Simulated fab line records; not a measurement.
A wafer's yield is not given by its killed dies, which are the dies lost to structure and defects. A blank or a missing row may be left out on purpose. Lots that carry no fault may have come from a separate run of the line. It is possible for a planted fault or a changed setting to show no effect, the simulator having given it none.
Which tool did it? ; flow gf180mcu ; Sampling: 14 lots, 42 wafers, 4 of 602 route steps

WHAT THE GAUGES SHOWED, per wafer
GF_V5_RS_MEAS_24: measurement is done with a four-point probe. Usual: V5_W_RS gives 0.327 ohm/sq (standard deviation 0.0034).
lot;measured;on;V5_W_RS (ohm/sq);flag
L965;day 27 13:18;film metro-01;0.331 0.329 0.327;
L966;day 27 20:42;film metro-01;0.326 0.327 0.327;
L968;day 28 15:35;film metro-03;0.328 0.328 0.333;
L970;day 29 09:56;film metro-01;0.327 0.330 0.330;
L972;day 29 19:05;film metro-03;0.325 0.324 0.324;
L973;day 30 04:42;film metro-03;0.323 0.323 0.329;
L974;day 30 13:35;film metro-01;0.323 0.325 0.326;
L975;day 30 20:45;film metro-01;0.331 0.329 0.329;
L976;day 31 02:13;film metro-03;0.331 0.326 0.330;
L977;day 31 05:56;film metro-04;0.331 0.333 0.329;
L982;day 32 11:23;film metro-03;0.326 0.322 0.318;
L984;day 33 00:59;film metro-01;0.330 0.329 0.329;
L985;day 33 05:44;film metro-01;0.324 0.325 0.329;
L986;day 33 09:46;film metro-04;0.334 0.327 0.334;

GF_TOP_METAL_RS_MEAS_05: measurement is done with a four-point probe. Usual: TOP_METAL_ALCU_RS gives 0.0329 ohm/sq (standard deviation 0.0004).
lot;measured;on;TOP_METAL_ALCU_RS (ohm/sq);flag
L965;day 27 14:00;film metro-03;0.0322 0.0329 0.0331;
L966;day 27 21:24;film metro-04;0.0339 0.0333 0.0337;
L968;day 28 16:17;film metro-02;0.0330 0.0329 0.0330;
L970;day 29 10:38;film metro-02;0.0326 0.0330 0.0328;
L972;day 29 19:47;film metro-04;0.0329 0.0326 0.0334;
L973;day 30 05:24;film metro-04;0.0328 0.0329 0.0330;
L974;day 30 14:17;film metro-02;0.0326 0.0327 0.0327;
L975;day 30 21:27;film metro-02;0.0322 0.0329 0.0328;
L976;day 31 02:55;film metro-02;0.0329 0.0325 0.0328;
L977;day 31 06:38;film metro-02;0.0325 0.0331 0.0327;
L982;day 32 12:05;film metro-02;0.0330 0.0331 0.0332;
L984;day 33 01:41;film metro-03;0.0334 0.0333 0.0334;
L985;day 33 06:35;film metro-02;0.0326 0.0325 0.0323;
L986;day 33 10:29;film metro-03;0.0323 0.0327 0.0329;

WHAT TOOL EACH LOT RAN ON (gives the tool, then ch and the chambers of the sampled wafers, and finally the start)
lot;GF_CONTACT_ETCH_16;GF_V5_CMP_04
L965;rie diel-03 ch 1,2,3, day 16 13:38;cmp-02 ch 1,2,3, day 26 16:15
L966;rie diel-02 ch 2,3, day 16 20:15;cmp-02 ch 0,2, day 26 23:32
L968;rie diel-03 ch 0,2,3, day 17 15:19;cmp-02 ch 1,2, day 27 18:35
L970;rie diel-02 ch 0,1,3, day 18 15:44;cmp-01 ch 1,3, day 28 13:48
L972;rie diel-01 ch 0,1,2, day 19 02:06;cmp-01 ch 1,2, day 28 22:58
L973;rie diel-01 ch 0,1,3, day 19 16:30;cmp-02 ch 1,2, day 29 09:43
L974;rie diel-02 ch 0,2,3, day 20 01:43;cmp-01 ch 0,1,2, day 29 18:20
L975;rie diel-03 ch 1,2,3, day 20 12:39;cmp-02 ch 0,1, day 30 01:32
L976;rie diel-01 ch 0,1,2, day 20 21:22;cmp-01 ch 0,1, day 30 06:02
L977;rie diel-01 ch 0,1,3, day 20 23:48;cmp-01 ch 0,2,3, day 30 11:01
L982;rie diel-01 ch 1,3, day 22 14:52;cmp-01 ch 1,2, day 31 16:51
L984;rie diel-03 ch 0,2,3, day 23 09:16;cmp-01 ch 1,2,3, day 32 07:23
L985;rie diel-01 ch 1,2,3, day 23 17:29;cmp-02 ch 1,2, day 32 12:29
L986;rie diel-03 ch 1,2,3, day 23 23:32;cmp-02 ch 0,1,3, day 32 16:20
- GF_CONTACT_ETCH_16: etches BARC in N2/H2.
- GF_V5_CMP_04: polishes SiO2.

WHAT THE TOOLS THEMSELVES READ (means of the sampled wafers that have a number; where no wafer has one, the mark that the record gives instead)
GF_CONTACT_ETCH_16. Usual: drypump motor current A 5.7 A, standard deviation 0.4; oes product au 0.855 a.u., standard deviation 0.0049; throttle valve pct 13.226 %, standard deviation 0.0089.
lot;tool;drypump motor current A (A);oes product au (a.u.);throttle valve pct (%);flag
L965;rie diel-03;5.9;0.859;13.227;
L966;rie diel-02;5.0;0.858;13.230;
L968;rie diel-03;6.0;0.853;13.223;
L970;rie diel-02;5.5;0.856;13.229;
L972;rie diel-01;5.7;0.853;13.233;
L973;rie diel-01;5.6;0.852;13.220;
L974;rie diel-02;5.3;0.851;13.227;
L975;rie diel-03;5.9;0.856;13.224;
L976;rie diel-01;5.6;0.854;13.232;
L977;rie diel-01;5.6;0.855;13.231;
L982;rie diel-01;5.6;0.854;13.226;
L984;rie diel-03;6.1;0.853;13.229;
L985;rie diel-01;5.6;0.858;13.223;
L986;rie diel-03;5.9;0.852;13.230;

GF_V5_CMP_04. Usual: motor current A 11.6 A, standard deviation 0.91; slurry flow ml min 149.9, standard deviation 0.49.
lot;tool;motor current A (A);slurry flow ml min;flag
L965;cmp-02;11.2;149.8;
L966;cmp-02;11.7;149.7;
L968;cmp-02;11.3;149.8;
L970;cmp-01;12.8;149.5;
L972;cmp-01;11.6;149.3;
L973;cmp-02;11.3;150.6;
L974;cmp-01;11.5;149.6;
L975;cmp-02;11.4;149.8;
L976;cmp-01;12.0;150.2;
L977;cmp-01;11.7;150.1;
L982;cmp-01;11.9;150.0;
L984;cmp-01;12.3;149.3;
L985;cmp-02;11.5;149.4;
L986;cmp-02;11.3;149.8;

THE ANSWER, worked out from the rows above alone
Rule: lot off if the mean of its wafers having a number is beyond 3 standard deviations from the usual mean. A lot without any number at a reading at which 4 lots or more have one is off too. Where the step has rows for the other lots, those lots are counted as sound. After the gauges, taken in route order, come the tools' own readings; for these a lot's mean is taken, as printed above. The first step at which some lot is off is used, and at that step the reading that is off furthest; a lot without a number counts as furthest.
Nothing can be told from this: no lot is off at any reading shown.

WHAT WAS PUT IN BY THE SIMULATOR
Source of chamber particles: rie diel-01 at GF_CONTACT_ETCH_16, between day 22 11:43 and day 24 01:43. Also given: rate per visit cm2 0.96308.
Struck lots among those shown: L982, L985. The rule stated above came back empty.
